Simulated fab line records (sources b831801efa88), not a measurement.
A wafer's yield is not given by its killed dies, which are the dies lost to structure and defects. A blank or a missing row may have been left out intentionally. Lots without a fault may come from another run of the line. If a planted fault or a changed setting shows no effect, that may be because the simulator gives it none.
Which of the tools did it? | flow sky130 | 13 lots with 38 wafers sampled at 4 steps, on a route of 708 steps

## WHAT THE GAUGES READ, wafer by wafer
SKY_RES_XHIGH_TW_MEAS_09. Usual: for RES_XHIGH_TW the level is 1643 and the standard deviation is 11.
lot  | measured     | on            | RES_XHIGH_TW   | flag
L110 | day 26 21:52 | film_metro-03 | 1654 1666 1657 |
L111 | day 27 03:52 | film_metro-03 | 1652 1642 1653 |
L112 | day 27 12:22 | film_metro-03 | 1648 1647 1662 |
L114 | day 28 07:31 | film_metro-03 | 1654 1643 1643 |
L115 | day 28 20:31 | film_metro-01 | 1653 1649 1645 |
L118 | day 30 00:33 | film_metro-04 | 1628 1634 1628 |
L120 | day 30 16:22 | film_metro-04 | 1629 1638 1636 |
L119 | day 30 17:49 | film_metro-04 | 1641 1621 1633 |
L124 | day 31 10:16 | film_metro-03 | 1652 1646 1651 |
L127 | day 32 13:41 | film_metro-03 | 1650 1646      |
L129 | day 33 00:29 | film_metro-01 | 1635 1644 1638 |
L130 | day 33 05:36 | film_metro-03 | 1638 1633 1631 |
L132 | day 33 20:40 | film_metro-03 | 1642 1642 1642 |

SKY_SD_N_CD_MEAS_07 targets a cd of 380 nm. Usual: cd_nm at 380.4 nm, with a standard deviation of 2.3.
lot  | measured     | on        | cd_nm (nm)        | flag
L110 | day 28 01:55 | cd_sem-02 | 381.0 381.6 381.5 |
L111 | day 28 08:43 | cd_sem-01 | 380.4 381.2 380.7 |
L112 | day 28 16:12 | cd_sem-01 | 382.8 382.8 381.5 |
L114 | day 29 11:49 | cd_sem-02 | 378.8 378.7 377.3 |
L115 | day 30 00:05 | cd_sem-01 | 380.7 382.6 380.4 |
L118 | day 31 04:42 | cd_sem-01 | 381.0 380.1 379.6 |
L120 | day 31 19:50 | cd_sem-01 | 381.0 380.0 380.2 |
L119 | day 31 21:25 | cd_sem-02 | 378.0 376.5 376.0 |
L124 | day 32 12:50 | cd_sem-01 | 386.3 384.3 381.7 |
L127 | day 33 16:20 | cd_sem-02 | 382.0 382.5       |
L129 | day 34 02:47 | cd_sem-01 | 382.1 379.3 378.8 |
L130 | day 34 07:27 | cd_sem-02 | 378.6 377.8 376.8 |
L132 | day 34 23:13 | cd_sem-02 | 377.4 378.8 378.9 |

## EACH LOT AND THE TOOL THAT RAN IT (in order: tool; ch and the chambers of the sampled wafers; start)
lot  | SKY_POLY_CUT_STRIP_12                | SKY_RES_XHIGH_EXPOSE_04
L110 | plasma_asher-04 ch 0,1, day 24 11:20 | iline_stepper-02 ch 0, day 26 06:37
L111 | plasma_asher-02 ch 0,1, day 24 18:09 | iline_stepper-01 ch 0, day 26 13:20
L112 | plasma_asher-02 ch 0,1, day 25 02:30 | iline_stepper-01 ch 0, day 26 21:55
L114 | plasma_asher-02 ch 0,1, day 25 22:17 | iline_stepper-01 ch 0, day 27 16:49
L115 | plasma_asher-01 ch 0, day 26 10:44   | iline_stepper-01 ch 0, day 28 06:43
L118 | plasma_asher-02 ch 0,1, day 27 14:53 | iline_stepper-01 ch 0, day 29 10:38
L120 | plasma_asher-01 ch 0,1, day 28 07:14 | iline_stepper-02 ch 0, day 30 01:40
L119 | plasma_asher-01 ch 0,1, day 28 09:23 | iline_stepper-01 ch 0, day 30 03:49
L124 | plasma_asher-01 ch 0,1, day 29 02:41 | iline_stepper-02 ch 0, day 30 20:48
L127 | plasma_asher-01 ch 0,1, day 30 07:08 | iline_stepper-01 ch 0, day 32 00:58
L129 | plasma_asher-02 ch 0,1, day 30 18:11 | iline_stepper-02 ch 0, day 32 11:06
L130 | plasma_asher-02 ch 0,1, day 31 00:11 | iline_stepper-01 ch 0, day 32 15:56
L132 | plasma_asher-04 ch 1, day 31 16:05   | iline_stepper-01 ch 0, day 33 07:27
- SKY_POLY_CUT_STRIP_12: strips in O2/N2.
- SKY_RES_XHIGH_EXPOSE_04: exposes mask URPM, target cd 1270 nm.

## AS READ BY THE TOOLS THEMSELVES (means over the sampled wafers that have a number; for cases with no such wafer, the mark the record gives instead)
SKY_POLY_CUT_STRIP_12. Usual: drypump_motor_current_A 5.96 A, standard deviation 0.26; oes_product_au 0.452 a.u., standard deviation 0.0046; strip_time_to_endpoint_s 5.350 s, standard deviation 0.017.
lot  | tool            | drypump_motor_current_A (A) | oes_product_au (a.u.) | strip_time_to_endpoint_s (s) | flag
L110 | plasma_asher-04 | 6.29                        | 0.450                 | 5.350                        |
L111 | plasma_asher-02 | 6.09                        | 0.450                 | 5.335                        |
L112 | plasma_asher-02 | 5.91                        | 0.451                 | 5.331                        |
L114 | plasma_asher-02 | 5.91                        | 0.454                 | 5.351                        |
L115 | plasma_asher-01 | 5.94                        | 0.453                 | 5.353                        |
L118 | plasma_asher-02 | 5.91                        | 0.450                 | 5.349                        |
L120 | plasma_asher-01 | 5.76                        | 0.453                 | 5.356                        |
L119 | plasma_asher-01 | 5.84                        | 0.450                 | 5.336                        |
L124 | plasma_asher-01 | 5.77                        | 0.450                 | 5.354                        |
L127 | plasma_asher-01 | 5.79                        | 0.453                 | 5.341                        |
L129 | plasma_asher-02 | 6.08                        | 0.451                 | 5.329                        |
L130 | plasma_asher-02 | 6.09                        | 0.449                 | 5.366                        |
L132 | plasma_asher-04 | 6.46                        | 0.451                 | 5.342                        |

## THE ANSWER, worked out from the rows above alone
Rule: take the mean of a lot's wafers that have a number; if it is more than 3 standard deviations from the usual mean, the lot is off. A lot without any number at a reading at which 4 lots or more have one is off too. Any other lot the step has rows for is counted as sound. The gauges are gone through in route order, then the tools' own readings, and for those a lot's mean is taken as printed above. At the first step where some lot is off, the reading lying furthest off is the one used; lots without a number count as furthest.
Nothing can be told from this: no lot is off at any reading shown.

## WHAT WAS PUT IN BY THE SIMULATOR
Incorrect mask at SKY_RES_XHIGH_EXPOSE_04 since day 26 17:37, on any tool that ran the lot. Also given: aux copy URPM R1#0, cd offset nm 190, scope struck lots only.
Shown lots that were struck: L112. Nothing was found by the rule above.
